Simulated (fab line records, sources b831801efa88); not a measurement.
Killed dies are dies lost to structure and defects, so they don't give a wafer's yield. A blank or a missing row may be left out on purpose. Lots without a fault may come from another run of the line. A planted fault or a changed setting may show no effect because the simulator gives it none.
Which tool did it? | flow sky130 | 7 lots, 21 wafers sampled, at 2 steps of a route of 708

WHAT THE GAUGES READ, wafer by wafer
SKY_SD_N_CD_MEAS_07: target cd 380 nm.
lot  | measured     | on        | cd_nm (nm)
L184 | day 28 23:53 | cd_sem-02 | 381.2 380.1 383.0
L188 | day 30 13:46 | cd_sem-02 | 377.2 374.3 377.1
L190 | day 31 01:40 | cd_sem-02 | 377.7 377.5 374.7
L192 | day 31 08:29 | cd_sem-02 | 378.3 380.6 379.0
L194 | day 32 06:19 | cd_sem-02 | 307.1 379.5 303.8 307.0 379.1 304.2
L200 | day 34 08:49 | cd_sem-01 | 380.1 381.3 378.3
L205 | day 35 11:32 | cd_sem-02 | 384.2 383.4 383.7

WHICH TOOL RAN EACH LOT (tool, then ch and the chambers of the sampled wafers, then the start)
lot  | SKY_SD_N_DEVELOP_06
L184 | litho_track-03 ch 0, day 28 23:45
L188 | litho_track-03 ch 0, day 30 13:37
L190 | litho_track-04 ch 0, day 31 01:31
L192 | litho_track-04 ch 0, day 31 08:12
L194 | litho_track-04 ch 0, day 32 06:10
L200 | litho_track-01 ch 0, day 34 08:40
L205 | litho_track-03 ch 0, day 35 11:24
- SKY_SD_N_DEVELOP_06: develop time 60 s.

THE ANSWER, worked out from the rows above alone
Rule: what is usual is taken from the lots themselves. Put in order of their means at a reading, lots are off if they are a third of the lots or fewer, leave a main group of 4 or more, and stand apart from it by a gap of 3 or more times the standard deviation of the main group's means; of several such gaps the widest counts. A main group whose means are all the same, to the digits that the tables above print for the reading, isn't used. A lot without any number at a reading at which 4 lots or more have one is off too. The other lots that the step has rows for count as sound.
Off: L194, at SKY_SD_N_CD_MEAS_07 (cd_nm). The main group: mean 379.5 nm, standard deviation 2.6.
A tool fits if, at a process step before that reading, it ran every lot that is off, and no sound lot after the first of them. The gauges at SKY_SD_N_CD_MEAS_07 are tried like those tools. One fits: litho_track-04 at SKY_SD_N_DEVELOP_06. Its last sound lot is L192 (day 31 08:12), its first lot that is off L194 (day 32 06:10): a fault that began between those two fits.

WHAT THE SIMULATOR HAD PUT IN
Process parameter drift: litho_track-04, from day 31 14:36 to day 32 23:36, at SKY_SD_N_DEVELOP_06. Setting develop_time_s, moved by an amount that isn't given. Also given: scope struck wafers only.
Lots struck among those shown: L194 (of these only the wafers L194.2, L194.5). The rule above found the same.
